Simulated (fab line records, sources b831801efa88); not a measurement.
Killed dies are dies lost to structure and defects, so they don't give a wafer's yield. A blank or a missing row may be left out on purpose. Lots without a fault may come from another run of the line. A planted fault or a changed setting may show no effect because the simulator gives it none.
A struck lot beside a sound one | flow sky130 | 14 steps out of a route of 708
Sound: wafers L764.1, L764.4, L764.5. Struck: wafers L757.1, L757.3, L757.5. The cause comes at the end.
At each step with rows: each side's tool, then ch and its chambers, then its first start. Under that, the readings that differ: sound wafers | struck wafers | difference of the means | sigmas: that difference in standard deviations of wafers without a fault.
alike: readings whose means differ by less than 2 such deviations, and words and numbers that are the same on both sides. not compared: withheld readings, readings that some wafer has no value for, bounds like >300 that may hide the same value, and numbers for which the record gives no deviation and whose values overlap.
The two part at a step that has a row with sigmas, a row that says differs or no value, or rows on one side only. Numbers that don't overlap but have no deviation are shown without sigmas and don't part them. A reading that every wafer of one side lacks parts them only if that side has two wafers or more.

SKY_METAL2_SPUTTER_01: material TiN, target thk 20 nm, time 16.7 s.
  sound on pvd_sputter-03, day 38 02:35; struck on pvd_sputter-03, day 36 12:53
  alike: throttle_valve_pct
SKY_METAL2_SPUTTER_02: material AlCu, target thk 250 nm, time 13.79 s.
  sound on pvd_sputter-03, day 38 02:37; struck on pvd_sputter-03, day 36 12:55
  alike: throttle_valve_pct
SKY_METAL2_SPUTTER_03: material Ti, target thk 5 nm, time 3.3 s.
  sound on pvd_sputter-03, day 38 02:38; struck on pvd_sputter-03, day 36 12:56
  alike: throttle_valve_pct
SKY_METAL2_SPUTTER_04: material TiN, target thk 70 nm, time 58.3 s.
  sound on pvd_sputter-03, day 38 02:40; struck on pvd_sputter-03, day 36 12:58
  alike: throttle_valve_pct
SKY_METAL2_RS_MEAS_05: measures by four-point-probe.
  sound on film_metro-01, day 38 02:43; struck on film_metro-04, day 36 13:01
  alike: METAL2_ALCU_RS
SKY_METAL2_THK_MEAS_06: measures by xrf.
  sound on film_metro-01, day 38 02:50; struck on film_metro-04, day 36 13:08
  alike: METAL2_ALCU_THK
then, 6 steps without rows for these wafers: SKY_METAL2_DEHYDRATE_07 (time 60 s); SKY_METAL2_HMDS_08 (prime time 60 s); SKY_METAL2_COAT_09 (resist thk 60 nm); SKY_METAL2_COAT_10 (resist thk 450 nm); SKY_METAL2_SOFTBAKE_11 (time 90 s); SKY_METAL2_EXPOSE_12 (exposes mask MM2, target cd 140 nm).
SKY_METAL2_PEB_13:
  sound on litho_track-02 ch 0, day 39 03:00; struck on litho_track-03, day 37 13:00
  reading         | sound          | struck | difference                    | sigmas
  exhaust_pa (Pa) | 45.4 46.5 45.4 | - - -  | no value on the struck wafers |
  not compared: chill_plate_temp_C
then, 1 step without rows for these wafers: SKY_METAL2_DEVELOP_14 (develop time 60 s).

WHERE THEY PART
Only at SKY_METAL2_PEB_13, within this record.

WHY: what the simulator had put in
Skipped step whole: litho_track-03, from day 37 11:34 on, at SKY_METAL2_PEB_13. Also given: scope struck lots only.
